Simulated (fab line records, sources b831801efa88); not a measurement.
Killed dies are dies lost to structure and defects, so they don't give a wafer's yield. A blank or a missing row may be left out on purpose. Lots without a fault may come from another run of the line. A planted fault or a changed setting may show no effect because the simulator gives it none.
A struck lot beside a sound one | flow sky130 | 17 steps out of a route of 708
Sound: wafers L909.1, L909.2, L909.3. Struck: wafers L914.1, L914.4, L914.6. The cause comes at the end.
At each step with rows: each side's tool, then ch and its chambers, then its first start. Under that, the readings that differ: sound wafers | struck wafers | difference of the means | sigmas: that difference in standard deviations of wafers without a fault.
alike: readings whose means differ by less than 2 such deviations, and words and numbers that are the same on both sides. not compared: withheld readings, readings that some wafer has no value for, bounds like >300 that may hide the same value, and numbers for which the record gives no deviation and whose values overlap.
The two part at a step that has a row with sigmas, a row that says differs or no value, or rows on one side only. Numbers that don't overlap but have no deviation are shown without sigmas and don't part them. A reading that every wafer of one side lacks parts them only if that side has two wafers or more.

first, 2 steps without rows for these wafers: SKY_LOCAL_INTERCONNECT_PEB_09; SKY_LOCAL_INTERCONNECT_DEVELOP_10 (develop time 60 s).
SKY_LOCAL_INTERCONNECT_CD_MEAS_11: target cd 170 nm.
  sound on cd_sem-02, day 32 16:46; struck on cd_sem-02, day 34 03:58
  alike: cd_nm
SKY_LOCAL_INTERCONNECT_OVL_MEAS_12:
  sound on overlay-01, day 32 16:53; struck on overlay-01, day 34 04:05
  alike: LOCAL_INTERCONNECT_OVL
SKY_LOCAL_INTERCONNECT_ETCH_13: etches BARC in N2/H2, stops on SiO2, time 45.9 s, target depth 60 nm.
  sound on rie_metal-03 ch 0,1, day 32 16:55; struck on rie_metal-04 ch 0,1, day 34 04:07
  alike: drypump_motor_current_A, oes_product_au, throttle_valve_pct
  not compared: rf_hours_counter_h
SKY_LOCAL_INTERCONNECT_METAL_ETCH_14: etches TiN in Cl2/BCl3, stops on PSG, target depth 110 nm, time 31.4 s.
  sound on rie_metal-03 ch 0,1, day 32 16:59; struck on rie_metal-04 ch 0,1, day 34 04:11
  alike: drypump_motor_current_A, oes_product_au, throttle_valve_pct
  not compared: rf_hours_counter_h
SKY_LOCAL_INTERCONNECT_STRIP_15: strips in O2/N2.
  sound on plasma_asher-02 ch 0,1, day 32 17:02; struck on plasma_asher-02 ch 0,1, day 34 04:14
  alike: drypump_motor_current_A, o2_flow_sccm, oes_product_au, strip_time_to_endpoint_s
  not compared: rf_hours_counter_h
then, 3 steps without rows for these wafers: SKY_LOCAL_INTERCONNECT_STRIP_16 (strips in post etch residue remover, time 1200 s); SKY_LOCAL_INTERCONNECT_CLEAN_17 (cleans in IPA, time 180 s); SKY_LOCAL_INTERCONNECT_CLEAN_18 (cleans in O3/DIW).
SKY_CONTACT_CVD_00: deposits Si3N4, target thk 75 nm.
  sound on pecvd-04 ch 0,1,2, day 32 17:38; struck on pecvd-03 ch 0,1, day 34 04:50
  alike: heater_power_w, susceptor_temp_C
SKY_CONTACT_THK_MEAS_01:
  sound on film_metro-03, day 32 17:40; struck on film_metro-03, day 34 04:52
  alike: CONTACT_CVD_00_THK
SKY_CONTACT_HDPCVD_02: deposits SiO2, target thk 565 nm, time 94.2 s.
  sound on hdpcvd-01 ch 0,1,2, day 32 17:43; struck on hdpcvd-01 ch 1,2, day 34 04:55
  reading                                     | sound             | struck            | difference                    | sigmas
  run_length_s (s)                            | 121.7 121.5 122.3 | 102.9 102.8 102.7 | -19.0                         | -33
  susceptor_temp_C (C)                        | 599.7 599.7 600.4 | - - -             | no value on the struck wafers |
  model.SiO2_of_CONTACT_HDPCVD_02.thk_nm (nm) | 570 565.1 568.7   | 444 448.2 446.3   | -122                          |
SKY_CONTACT_THK_MEAS_03:
  sound on film_metro-02, day 32 17:47; struck on film_metro-02, day 34 04:59
  reading                 | sound       | struck      | difference | sigmas
  CONTACT_HDPCVD_THK (nm) | 570 565 569 | 444 448 446 | -122       | -23
SKY_CONTACT_CMP_04: polishes SiO2.
  sound on cmp-02 ch 0,2,3, day 32 17:51; struck on cmp-01 ch 1,2, day 34 05:03
  reading                | sound    | struck   | difference | sigmas
  time_to_endpoint_s (s) | 85 84 81 | 38 39 38 | -45        | -10
  alike: motor_current_A
SKY_CONTACT_BOW_MEAS_05:
  sound on film_metro-04, day 32 18:09; struck on film_metro-03, day 34 05:21
  alike: CONTACT_BOW
SKY_PAD_OPEN_PROBE_99:
  the record has rows for the sound wafers here (prober-02, day 47 11:58) and none for the struck ones

WHERE THEY PART
First at SKY_CONTACT_HDPCVD_02; last, within this record, at SKY_PAD_OPEN_PROBE_99.

WHY: what the simulator had put in
Process parameter drift: hdpcvd-01, from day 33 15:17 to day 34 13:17, at SKY_CONTACT_HDPCVD_02. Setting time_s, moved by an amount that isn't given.
